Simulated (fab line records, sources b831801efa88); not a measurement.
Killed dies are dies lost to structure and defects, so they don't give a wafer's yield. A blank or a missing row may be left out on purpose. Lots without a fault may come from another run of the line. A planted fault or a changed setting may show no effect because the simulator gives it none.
Which tool did it? | flow sky130 | 12 lots, 36 wafers sampled, at 3 steps of a route of 708

WHAT THE GAUGES READ, wafer by wafer
SKY_VIA3_THK_MEAS_01. Usual: VIA3_HDPCVD_THK 1630 nm, standard deviation 16.
lot  | measured     | on            | VIA3_HDPCVD_THK (nm) | flag
L338 | day 40 03:51 | film_metro-02 | 1629 1658 1640       |
L336 | day 40 08:21 | film_metro-02 | 1611 1633 1593       |
L337 | day 40 12:34 | film_metro-01 | 1612 1618 1609       |
L340 | day 40 17:19 | film_metro-02 | 1611 1620 1628       |
L339 | day 40 21:47 | film_metro-02 | 1622 1627 1617       |
L343 | day 41 17:58 | film_metro-02 | 1638 1619 1645       |
L345 | day 42 04:02 | film_metro-01 | 1624 1624 1625       |
L347 | day 42 16:18 | film_metro-01 | 1618 1625 1652       |
L348 | day 42 20:56 | film_metro-01 | 1623 1623 1627       |
L353 | day 44 06:10 | film_metro-01 | 1659 1669 1650       |
L354 | day 44 17:28 | film_metro-02 | 1645 1641 1648       |
L357 | day 45 08:25 | film_metro-01 | 1643 1637 1648       |

WHICH TOOL RAN EACH LOT (tool, then ch and the chambers of the sampled wafers, then the start)
lot  | SKY_CAPM_CVD_00                 | SKY_METAL3_DESCUM_15
L338 | pecvd-02 ch 0,1,2, day 38 00:47 | rie_metal-02 ch 0,1, day 40 02:45
L336 | pecvd-02 ch 1,2, day 38 05:32   | rie_metal-02 ch 0,1, day 40 07:16
L337 | pecvd-02 ch 0,1,2, day 38 09:07 | rie_metal-01 ch 0,1, day 40 11:27
L340 | pecvd-01 ch 1,2, day 38 15:28   | rie_metal-01 ch 0,1, day 40 16:13
L339 | pecvd-03 ch 0,1,2, day 38 18:43 | rie_metal-04 ch 0,1, day 40 20:41
L343 | pecvd-01 ch 0,1, day 39 15:31   | rie_metal-02 ch 0,1, day 41 16:52
L345 | pecvd-02 ch 0,1, day 40 01:44   | rie_metal-02 ch 0,1, day 42 02:57
L347 | pecvd-02 ch 0,2, day 40 14:52   | rie_metal-04 ch 0, day 42 15:05
L348 | pecvd-02 ch 0,1, day 40 18:55   | rie_metal-04 ch 0, day 42 19:40
L353 | pecvd-02 ch 0,2, day 42 06:13   | rie_metal-01 ch 0,1, day 44 05:03
L354 | pecvd-01 ch 1,2, day 42 18:44   | rie_metal-04 ch 0,1, day 44 16:22
L357 | pecvd-02 ch 1,2, day 43 10:38   | rie_metal-01 ch 0,1, day 45 07:19
- SKY_CAPM_CVD_00: deposits SiO2, target thk 15.5 nm.
- SKY_METAL3_DESCUM_15: chemistry O2, time 8 s.

WHAT THE TOOLS THEMSELVES READ (means of the sampled wafers that have a number; where no wafer has one, the mark that the record gives instead)
SKY_CAPM_CVD_00. Usual: heater_power_w 724 W, standard deviation 97.
lot  | tool     | heater_power_w (W) | flag
L338 | pecvd-02 | 724                |
L336 | pecvd-02 | 690                |
L337 | pecvd-02 | 715                |
L340 | pecvd-01 | 679                |
L339 | pecvd-03 | 738                |
L343 | pecvd-01 | 797                |
L345 | pecvd-02 | 787                |
L347 | pecvd-02 | 621                |
L348 | pecvd-02 | 776                |
L353 | pecvd-02 | 685                |
L354 | pecvd-01 | 700                |
L357 | pecvd-02 | 682                |

SKY_METAL3_DESCUM_15. Usual: chamber_pressure_mTorr 10.000 mTorr, standard deviation 0.0094; drypump_motor_current_A 6.0 A, standard deviation 0.31; oes_product_au 0.998 a.u., standard deviation 0.0086.
lot  | tool         | chamber_pressure_mTorr (mTorr) | drypump_motor_current_A (A) | oes_product_au (a.u.) | flag
L338 | rie_metal-02 | 9.995                          | 5.7                         | 1.005                 |
L336 | rie_metal-02 | 10.002                         | 5.7                         | 1.006                 |
L337 | rie_metal-01 | 10.002                         | 6.3                         | 0.998                 |
L340 | rie_metal-01 | 10.012                         | 6.3                         | 0.991                 |
L339 | rie_metal-04 | 10.002                         | 5.8                         | 0.989                 |
L343 | rie_metal-02 | 9.993                          | 5.7                         | 0.999                 |
L345 | rie_metal-02 | 10.000                         | 5.7                         | 1.003                 |
L347 | rie_metal-04 | 10.000                         | 5.7                         | 0.990                 |
L348 | rie_metal-04 | 9.998                          | 5.7                         | 0.995                 |
L353 | rie_metal-01 | 10.002                         | 6.3                         | 1.005                 |
L354 | rie_metal-04 | 9.993                          | 5.9                         | 0.987                 |
L357 | rie_metal-01 | 10.008                         | 6.4                         | 0.998                 |

THE ANSWER, worked out from the rows above alone
Rule: a lot is off if the mean of its wafers that have a number lies more than 3 standard deviations from the usual mean. A lot without any number at a reading at which 4 lots or more have one is off too. The other lots that the step has rows for count as sound. The gauges are gone through in route order, then the tools' own readings, and for those a lot's mean is taken as printed above. The first step at which some lot is off is used, and at that step the reading that is off furthest; a lot without a number counts as furthest.
No lot is off at any reading shown: from this, nothing can be told.

WHAT THE SIMULATOR HAD PUT IN
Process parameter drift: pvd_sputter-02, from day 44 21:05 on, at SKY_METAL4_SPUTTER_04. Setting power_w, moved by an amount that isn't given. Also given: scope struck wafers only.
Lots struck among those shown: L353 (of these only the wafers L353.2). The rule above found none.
